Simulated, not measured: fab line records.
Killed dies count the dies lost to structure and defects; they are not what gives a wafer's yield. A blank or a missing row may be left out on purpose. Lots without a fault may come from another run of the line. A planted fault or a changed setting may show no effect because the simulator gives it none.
Which tool is to blame?	flow sky130	route of 708 steps, sampled at 1 step: 24 lots, 72 wafers

== WHAT THE GAUGES SHOWED, per wafer ==
SKY_VT_ADJUST_PCH_OVL_MEAS_07.
lot	measured	on	VT_ADJUST_PCH_OVL (nm)
L075	day 10 20:37	overlay-01	2.3 1.9 0.9
L074	day 10 21:47	overlay-01	-0.3 2.2 1.9
L076	day 11 01:59	overlay-02	-0.1 1.3 0.9
L077	day 11 03:07	overlay-02	0.9 0.7 1.3
L078	day 11 09:26	overlay-01	6.1 3.8 3.5
L079	day 11 20:41	overlay-01	1.9 2.7 1.5
L080	day 12 09:19	overlay-01	-0.1 2.4 1.0
L081	day 12 19:50	overlay-02	3.8 2.1 2.5
L082	day 13 06:37	overlay-01	1.0 1.0 -0.9
L083	day 13 16:02	overlay-01	2.2 1.8 1.0
L084	day 13 16:41	overlay-02	-1.3 0.7 -0.1
L085	day 14 06:26	overlay-02	-0.8 -2.3 -1.2
L086	day 14 10:23	overlay-02	-0.5 -1.1 0.4
L087	day 14 22:26	overlay-02	2.8 -0.6 1.5
L089	day 15 02:39	overlay-02	3.7 0.4 1.4
L088	day 15 02:47	overlay-01	0.8 1.8 1.8
L090	day 15 13:43	overlay-02	-0.2 -0.4 2.3
L091	day 15 17:07	overlay-01	2.7 2.1 2.9
L092	day 16 04:30	overlay-01	0.7 -0.3 1.7
L093	day 16 11:59	overlay-01	-1.3 -0.1 -1.7
L094	day 16 18:22	overlay-02	2.1 0.6 1.3
L095	day 16 20:52	overlay-01	3.0 1.5 2.2
L096	day 17 05:05	overlay-02	0.4 3.2 1.9
L097	day 17 15:35	overlay-01	1.4 -0.8 -0.8

== WHICH TOOL RAN EACH LOT (tool, then ch and the chambers of the sampled wafers, then the start) ==
Record: no process step prior to these readings.

== AS READ BY THE TOOLS THEMSELVES (means over the sampled wafers that have a number; for cases with no such wafer, the mark the record gives instead) ==
The record holds no such reading with a usual standard deviation.

== THE ANSWER, worked out from the rows above alone ==
Rule: what is usual is taken from the lots themselves. Put in order of their means at a reading, lots are off if they are a third of the lots or fewer, leave a main group of 4 or more, and stand apart from it by a gap of 3 or more times the standard deviation of the main group's means; of several such gaps the widest counts. If all means in a main group match to the digits the tables above print for the reading, that group is not used. A lot without any number at a reading at which 4 lots or more have one is off too. Any other lot the step has rows for is counted as sound. Order of review: gauges by route order, followed by the tools' own readings, for which a lot's mean as printed above is used. The first step at which some lot is off is used, and at that step the reading that is off furthest; a lot without a number counts as furthest.
No lot is off at any reading shown: from this, nothing can be told.

== WHAT HAD BEEN PUT IN BY THE SIMULATOR ==
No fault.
